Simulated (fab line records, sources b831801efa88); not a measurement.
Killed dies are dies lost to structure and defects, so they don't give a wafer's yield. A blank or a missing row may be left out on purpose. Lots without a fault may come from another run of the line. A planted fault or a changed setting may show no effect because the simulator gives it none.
Problem report in the 8D (eight disciplines) form, filled by code | flow sky130 | the parts of the form that need people (team, actions taken, sign-off) are left out

1. THE PROBLEM
strip_time_to_endpoint_s at SKY_LOCAL_INTERCONNECT_STRIP_15 reads a mean of 4.823 s on 2 wafers of 2 lots; wafers without a fault read 4.731 s with a standard deviation of 0.022. That is +4.2 standard deviations from the usual mean.
The step: strips in O2/N2.
First seen on wafer L108.2, day 34 14:13, on plasma_asher-03. The record holds 34 wafers of 12 lots with a number at this step. Rule for "out", or "out of limits": more than 4 standard deviations from the usual mean. The other wafers with a number count as sound.

2. WHAT IT IS AND WHAT IT IS NOT
question                    | is                       | is not
which readings at this step | strip_time_to_endpoint_s | chamber_pressure_mTorr, drypump_motor_current_A, oes_product_au
which lots                  | L108, L110               | L102, L103, L113, L116, L118, L119, L996, L997, L998, L999
which wafers of those lots  | L108.2, L110.4           | L108.3, L110.5
read on which tools         | plasma_asher-03          | plasma_asher-01, plasma_asher-04
when                        | from day 34 14:13        | up to then (19 sound wafers); but 13 sound wafers of L110, L113, L116, L118, L119 came after

3. SUSPECTS, AND WHAT RULES EACH OUT
Counting: a tool at a process step up to the reading stays a suspect if it ran every lot that is out. Sound lots after the first of them don't rule it out here, since some wafers of a struck lot are sound.
- litho_track-02 at SKY_LOCAL_INTERCONNECT_COAT_06 (resist thk 450 nm): kept. It ran every lot that is out, first L108 (day 34 00:00); its last sound lot up to then is L103 (day 32 07:00).
- plasma_asher-03 at SKY_LOCAL_INTERCONNECT_STRIP_15 (strips in O2/N2): kept. It ran every lot that is out, first L108 (day 34 14:13); its last sound lot up to then is L102 (day 32 03:31). Its own readings are out on those wafers: strip_time_to_endpoint_s.
Left after counting: litho_track-02 at SKY_LOCAL_INTERCONNECT_COAT_06, plasma_asher-03 at SKY_LOCAL_INTERCONNECT_STRIP_15.

4. THE CAUSE (what the simulator had put in)
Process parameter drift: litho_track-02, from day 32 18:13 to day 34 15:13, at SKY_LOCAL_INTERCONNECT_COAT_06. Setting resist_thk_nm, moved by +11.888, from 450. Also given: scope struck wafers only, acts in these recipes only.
Counting left 2 suspects, and this tool is among them.

5. THE CHAIN OF EFFECTS, in route order
Each row: a reading whose mean over the struck wafers that have a number lies more than 3 standard deviations from the usual. Only readings for which the record gives a usual standard deviation are gone through. hours: the time from each lot's start at the first step in this table that gives one to its start at this step, as a median over the lots. sigmas: the change in usual standard deviations.
hours | step                            | reading                  | usual   | on struck wafers | change | sigmas
0     | SKY_LOCAL_INTERCONNECT_STRIP_15 | strip_time_to_endpoint_s | 4.731 s | 4.823            | +0.092 | +4.2
The process steps in it:
- SKY_LOCAL_INTERCONNECT_STRIP_15: strips in O2/N2.

6. WHAT WOULD HAVE CAUGHT IT SOONER
In this record the first reading out of limits was taken at day 34 14:13, 44 hours after the fault began at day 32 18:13.
Of the tool readings at SKY_LOCAL_INTERCONNECT_COAT_06 for which the record gives a usual standard deviation, none was out on any struck wafer, so an alarm limit of 4 standard deviations on them would not have fired.
All the lots that are out (2) had begun SKY_LOCAL_INTERCONNECT_COAT_06 on litho_track-02 by day 34 14:13. A hold on the tool at that time would have spared none of them.
